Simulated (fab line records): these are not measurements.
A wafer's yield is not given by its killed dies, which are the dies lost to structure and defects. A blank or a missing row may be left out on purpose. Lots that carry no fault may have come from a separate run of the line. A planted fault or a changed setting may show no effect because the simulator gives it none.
The tool behind it: which one? -- flow sky130 -- Sampling: 11 lots, 33 wafers, 5 of 708 route steps

## WHAT EACH GAUGE READ, for each wafer
SKY_VIA1_RS_MEAS_22: uses a four-point probe to measure.
lot,measured,on,VIA1_W_RS (ohm/sq)
L371,day 33 23:49,film_metro-02,0.427 0.429 0.427
L372,day 34 10:43,film_metro-04,0.423 0.424 0.428
L373,day 34 18:59,film_metro-04,0.431 0.428 0.434
L374,day 35 08:37,film_metro-02,0.426 0.425 0.426
L377,day 36 04:06,film_metro-01,0.416 0.426 0.423
L378,day 36 10:43,film_metro-04,0.423 0.427 0.414
L382,day 37 19:10,film_metro-04,0.420 0.424 0.419
L385,day 38 16:49,film_metro-01,0.416 0.415 0.475
L386,day 38 20:23,film_metro-04,0.422 0.429 0.480
L391,day 40 04:45,film_metro-01,0.435 0.443 0.436
L392,day 40 16:59,film_metro-01,0.426 0.435 0.423

## TOOL THAT RAN EACH LOT (tool first, then ch and the chambers of the sampled wafers, then the start)
lot,SKY_POLY_CUT_ETCH_10,SKY_LOCAL_INTERCONNECT_SPUTTER_00,SKY_CONTACT_CVD_24,SKY_VIA1_CVD_21
L371,"rie_diel-02 ch 0,1,2, day 24 04:03","pvd_sputter-03, day 29 04:08","cvd_w-01 ch 0,1, day 31 15:25","cvd_w-01 ch 0,1, day 33 23:43"
L372,"rie_diel-02 ch 1,2,3, day 24 17:11","pvd_sputter-03, day 29 15:44","cvd_w-01 ch 0,1, day 32 01:56","cvd_w-01 ch 0,1, day 34 10:38"
L373,"rie_diel-02 ch 0,2,3, day 24 23:23","pvd_sputter-02, day 29 23:51","cvd_w-02 ch 0,1, day 32 10:05","cvd_w-02 ch 0,1, day 34 18:53"
L374,"rie_diel-01 ch 0,1,2, day 25 16:53","pvd_sputter-04, day 30 15:14","cvd_w-01 ch 1, day 33 00:41","cvd_w-02 ch 0,1, day 35 08:31"
L377,"rie_diel-04 ch 0,1,2, day 26 14:23","pvd_sputter-04, day 31 11:50","cvd_w-02 ch 0,1, day 33 20:11","cvd_w-01 ch 0,1, day 36 04:01"
L378,"rie_diel-02 ch 0,1,3, day 26 22:53","pvd_sputter-03, day 31 19:08","cvd_w-01 ch 0,1, day 34 02:58","cvd_w-01 ch 0,1, day 36 10:36"
L382,"rie_diel-04 ch 0,1,3, day 28 09:38","pvd_sputter-02, day 33 04:47","cvd_w-01 ch 0,1, day 35 12:22","cvd_w-01 ch 0,1, day 37 19:04"
L385,"rie_diel-04 ch 0,2,3, day 29 09:25","pvd_sputter-03, day 34 02:08","cvd_w-01 ch 0,1, day 36 08:40","cvd_w-01 ch 0,1, day 38 16:44"
L386,"rie_diel-02 ch 1,2,3, day 29 14:55","pvd_sputter-04, day 34 08:47","cvd_w-02 ch 0,1, day 36 15:22","cvd_w-01 ch 0,1, day 38 20:16"
L391,"rie_diel-04 ch 1,3, day 31 05:26","pvd_sputter-04, day 35 17:49","cvd_w-02 ch 0,1, day 37 23:19","cvd_w-02 ch 1, day 40 04:39"
L392,"rie_diel-02 ch 0,1,2, day 31 16:04","pvd_sputter-02, day 36 05:33","cvd_w-01 ch 0,1, day 38 12:11","cvd_w-02 ch 0,1, day 40 16:52"
- SKY_POLY_CUT_ETCH_10: etches BARC in N2/H2, stops on SiO2, time 45.9 s, target depth 60 nm.
- SKY_LOCAL_INTERCONNECT_SPUTTER_00: material TiN, target thk 100 nm, time 83.3 s.
- SKY_CONTACT_CVD_24: deposits W, target thk 340 nm, time 102.12 s.
- SKY_VIA1_CVD_21: deposits W, target thk 270 nm, time 80.902 s.

## THE ANSWER, worked out from the rows above alone
Rule: usual is defined by the lots themselves. The widest of any qualifying gaps counts: lots, ordered by their means at a reading, are off when they make up no more than a third of the lots, leave a main group of 4 or more, and stand apart from it by 3 or more times the standard deviation of that group's means. A main group whose means are all the same, to the digits that the tables above print for the reading, isn't used. A lot without any number at a reading at which 4 lots or more have one is off too. The other lots that the step has rows for count as sound.
Nothing can be told from this: no lot is off at any reading shown.

## WHAT THE SIMULATOR HAD INSERTED
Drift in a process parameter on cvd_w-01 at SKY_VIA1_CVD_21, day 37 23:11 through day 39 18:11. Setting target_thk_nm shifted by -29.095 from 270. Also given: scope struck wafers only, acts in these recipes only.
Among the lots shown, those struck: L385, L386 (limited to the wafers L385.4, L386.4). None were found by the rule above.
